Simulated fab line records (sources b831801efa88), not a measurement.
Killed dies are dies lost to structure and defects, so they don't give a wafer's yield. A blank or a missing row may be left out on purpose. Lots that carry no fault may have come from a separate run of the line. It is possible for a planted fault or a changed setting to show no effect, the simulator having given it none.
One fault seen from 2 desks / flow gf180mcu / numbers are kept per desk, each desk with only its own; the story behind them comes last

== THE TOOL OWNER'S DESK: implanter-04 ==
The tool's own readings at GF_HV_LDD_IMPLANT_35: means of the sampled wafers that have a number, for each lot that ran on this tool. Marked OUT: a lot whose mean sits more than 4 standard deviations from the usual mean, which makes it out of limits; the brackets give that distance.
Columns: A = beamEnergyKeV at GF_HV_LDD_IMPLANT_35, usual 59.996; B = beamOnS at GF_HV_LDD_IMPLANT_35, usual 9.97 s; C = rotationDeg at GF_HV_LDD_IMPLANT_35, usual 180.00 degrees
lot=L851; first seen here=day 15 17:55; A=59.980; B=9.87; C=180.01
lot=L852; first seen here=day 16 01:04; A=60.000; B=10.03; C=179.99
lot=L853; first seen here=day 16 09:48; A=59.995; B=9.84; C=179.99
lot=L858; first seen here=day 17 23:43; A=60.009; B=10.08; C=180.02
lot=L860; first seen here=day 18 17:44; A=59.993; B=9.87; C=179.98
This desk's finding: nothing out of limits on any of the 5 lots.

== METROLOGY DESK ==
What the gauges read, lot by lot, whatever tool the lot ran on: means of the sampled wafers that have a number. Marked OUT: a lot whose mean sits more than 4 standard deviations from the usual mean, which makes it out of limits; the brackets give that distance.
Columns: A = LVPWELL_OVL at GF_LVPWELL_OVL_MEAS_07, usual 0.5 nm; B = DUAL_GATE_OVL at GF_DUAL_GATE_OVL_MEAS_11, usual -0.5 nm; C = HV_LDD_01_OVL at GF_HV_LDD_OVL_MEAS_20, usual -0.2 nm; D = HV_LDD_3_TW at GF_HV_LDD_TW_MEAS_38, usual 1425; E = HV_LDD_RS at GF_HV_LDD_RS_MEAS_53, usual 418.5 ohm/sq
lot=L839; first seen here=day 4 03:13; A=2.1; B=-1.0; C=-0.1; D=1428; E=419.1
lot=L840; first seen here=day 4 07:40; A=-0.5; B=1.0; C=-1.3; D=1413; E=418.1
lot=L841; first seen here=day 4 14:22; A=2.7; B=-0.3; C=0.6; D=1421; E=418.3
lot=L842; first seen here=day 4 20:16; A=0.6; B=-0.5; C=1.6; D=1416; E=417.7
lot=L843; first seen here=day 5 01:04; A=0.6; B=-0.7; C=-0.2; D=1433; E=419.2
lot=L844; first seen here=day 5 05:40; A=-0.8; B=-0.8; C=1.1; D=1294 (-14) OUT; E=439.5 (+23) OUT
lot=L845; first seen here=day 5 13:43; A=1.4; B=-1.2; C=0.9; D=1307 (-13) OUT; E=439.3 (+23) OUT
lot=L851; first seen here=day 6 22:07; A=3.4; B=1.0; C=1.5; D=1410; E=419.0
lot=L852; first seen here=day 7 02:58; A=-0.2; B=-0.8; C=-1.0; D=1427; E=419.7
lot=L853; first seen here=day 7 07:37; A=0.2; B=0.1; C=-2.0; D=1418; E=418.1
lot=L858; first seen here=day 8 11:43; A=-0.5; B=0.4; C=1.5; D=1431; E=417.5
lot=L859; first seen here=day 8 17:07; A=-0.4; B=-0.5; C=1.4; D=1425; E=419.4
lot=L860; first seen here=day 8 22:49; A=-0.3; B=-3.0; C=3.1; D=1427; E=418.2
lot=L861; first seen here=day 9 05:22; A=1.6; B=-0.8; C=-0.3; D=1424; E=419.1
This desk reports L844, L845 out of limits; the earliest was L844 at day 13 09:58 (HV_LDD_3_TW at GF_HV_LDD_TW_MEAS_38). L839, L840, L841, L842, L843, L851, L852, L853, L858, L859, L860, L861: within limits.

== TAKEN TOGETHER ==
On L844, L845, the metrology desk was in a position to raise an alarm at day 13 09:58.
Nothing out of limits was seen by the tool owner's desk.
The tool owner's desk has no number on record for L844, L845.
On implanter-04, each named lot ran GF_HV_LDD_IMPLANT_35.

== WHAT THE SIMULATOR HAD INSERTED ==
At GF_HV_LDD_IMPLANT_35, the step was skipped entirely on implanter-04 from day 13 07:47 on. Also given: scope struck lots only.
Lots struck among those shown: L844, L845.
Hours from the fault's start to each desk's first reading out of limits: the metrology desk, 2.
